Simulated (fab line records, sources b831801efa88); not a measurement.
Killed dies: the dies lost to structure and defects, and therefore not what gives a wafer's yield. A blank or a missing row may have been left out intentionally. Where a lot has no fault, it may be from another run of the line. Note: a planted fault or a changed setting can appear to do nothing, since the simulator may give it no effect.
What tool caused it? -- flow sky130 -- 10 lots, 30 wafers sampled, at 4 steps of a route of 708

## WHAT THE GAUGES READ, wafer by wafer
SKY_METAL4_CD_MEAS_13 targets a cd of 300 nm.
lot,measured,on,cdNm (nm)
L515,day 41 20:16,cdSem-01,299.3 299.3 300.2
L518,day 42 22:53,cdSem-01,298.4 299.9 298.7
L522,day 44 01:23,cdSem-01,297.5 297.6 299.5
L528,day 45 14:41,cdSem-01,299.4 300.2 300.0
L529,day 45 22:46,cdSem-02,298.3 298.5 296.6
L532,day 46 14:56,cdSem-01,301.4 301.0 300.8
L534,day 46 21:53,cdSem-01,302.7 301.6 300.9
L535,day 47 03:31,cdSem-01,299.6 298.6 300.2
L536,day 47 08:58,cdSem-01,300.0 302.3 301.0
L537,day 47 12:34,cdSem-01,300.4 299.9 299.4

SKY_VIA4_RS_MEAS_19: measures by four-point-probe.
lot,measured,on,VIA4_W_RS (ohm/sq)
L515,day 42 22:16,filmMetro-03,0.2316 0.2298 0.2313
L518,day 44 00:28,filmMetro-04,0.2356 0.2316 0.2343
L522,day 45 02:30,filmMetro-04,0.2299 0.2310 0.2298
L528,day 46 14:13,filmMetro-03,0.2356 0.2330 0.2339
L529,day 46 22:04,filmMetro-01,0.1890 0.2276 0.1887 0.1895 0.2280 0.1888
L532,day 47 13:47,filmMetro-04,0.2318 0.1899 0.2301 0.2321 0.1903 0.2296
L534,day 47 20:31,filmMetro-03,0.2319 0.2318 0.2334
L535,day 48 01:53,filmMetro-03,0.2288 0.2301 0.2300
L536,day 48 07:11,filmMetro-01,0.2331 0.2299 0.2283
L537,day 48 10:13,filmMetro-01,0.2371 0.2327 0.2284

SKY_VIA4_THK_MEAS_20: measures by xrf.
lot,measured,on,VIA4_W_THK (nm)
L515,day 42 22:23,filmMetro-03,520 523 518
L518,day 44 00:33,filmMetro-04,502 511 505
L522,day 45 02:37,filmMetro-04,509 507 511
L528,day 46 14:19,filmMetro-03,503 513 508
L529,day 47 02:54,filmMetro-01,635 525 640 639 525 634
L532,day 47 15:28,filmMetro-04,508 631 518 512 627 518
L534,day 47 20:38,filmMetro-03,518 515 512
L535,day 48 02:00,filmMetro-03,522 516 516
L536,day 48 07:18,filmMetro-01,515 522 526
L537,day 48 10:19,filmMetro-01,505 514 522

## WHAT TOOL EACH LOT RAN ON (gives the tool, then ch and the chambers of the sampled wafers, and finally the start)
lot,SKY_VIA4_CVD_18
L515,"cvdW-01 ch 0,1, day 42 22:07"
L518,"cvdW-02 ch 0,1, day 44 00:17"
L522,"cvdW-01 ch 0,1, day 45 02:20"
L528,"cvdW-01 ch 0,1, day 46 14:02"
L529,"cvdW-01 ch 0,1, day 46 21:55"
L532,"cvdW-01 ch 0,1, day 47 13:37"
L534,"cvdW-02 ch 0,1, day 47 20:21"
L535,"cvdW-02 ch 0,1, day 48 01:44"
L536,"cvdW-02 ch 0,1, day 48 07:01"
L537,"cvdW-02 ch 0,1, day 48 10:04"
- SKY_VIA4_CVD_18: deposits W, target thk 505 nm, time 152.14 s.

## AS READ BY THE TOOLS THEMSELVES (means over the sampled wafers that have a number; for cases with no such wafer, the mark the record gives instead)
SKY_VIA4_CVD_18.
lot,tool,heaterPowerW (W),susceptorTempC (C)
L515,cvdW-01,841,400.21
L518,cvdW-02,937,400.02
L522,cvdW-01,843,400.06
L528,cvdW-01,847,400.00
L529,cvdW-01,876,407.28
L532,cvdW-01,869,403.62
L534,cvdW-02,912,399.69
L535,cvdW-02,950,400.46
L536,cvdW-02,941,399.83
L537,cvdW-02,962,399.88

## THE ANSWER, worked out from the rows above alone
Rule: the usual values come from the lots themselves. Put in order of their means at a reading, lots are off if they are a third of the lots or fewer, leave a main group of 4 or more, and stand apart from it by a gap of 3 or more times the standard deviation of the main group's means; of several such gaps the widest counts. A main group whose means are all the same, to the digits that the tables above print for the reading, isn't used. Also off: a lot with no number at a reading for which 4 or more lots have one. The other lots that the step has rows for count as sound. Order of review: gauges by route order, followed by the tools' own readings, for which a lot's mean as printed above is used. The first step at which some lot is off is used, and at that step the reading that is off furthest; a lot without a number counts as furthest.
Off: L529, L532, seen at SKY_VIA4_RS_MEAS_19 (VIA4_W_RS). The main group: mean 0.2318 ohm/sq, standard deviation 0.0016.
A tool fits if, at a process step before that reading, it ran every lot that is off, and no sound lot after the first of them. The gauges at SKY_VIA4_RS_MEAS_19 aren't tried: what is off there is off at SKY_VIA4_CVD_18 too, on other tools, and a gauge's error can't cause that. One fits: SKY_VIA4_CVD_18 on cvdW-01. Its last sound lot is L528 (day 46 14:02), its first lot that is off L529 (day 46 21:55): a fault that began between those two fits.
The tool's own readings at SKY_VIA4_CVD_18 bear it out: on the lots that are off they differ by more than 5 times the standard deviation of the sound lots' means. susceptorTempC reads 405.45 C there against 400.02 C on the sound lots.

## WHAT THE SIMULATOR HAD PUT IN
cvdW-01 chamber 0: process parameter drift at SKY_VIA4_CVD_18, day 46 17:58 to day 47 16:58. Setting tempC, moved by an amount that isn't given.
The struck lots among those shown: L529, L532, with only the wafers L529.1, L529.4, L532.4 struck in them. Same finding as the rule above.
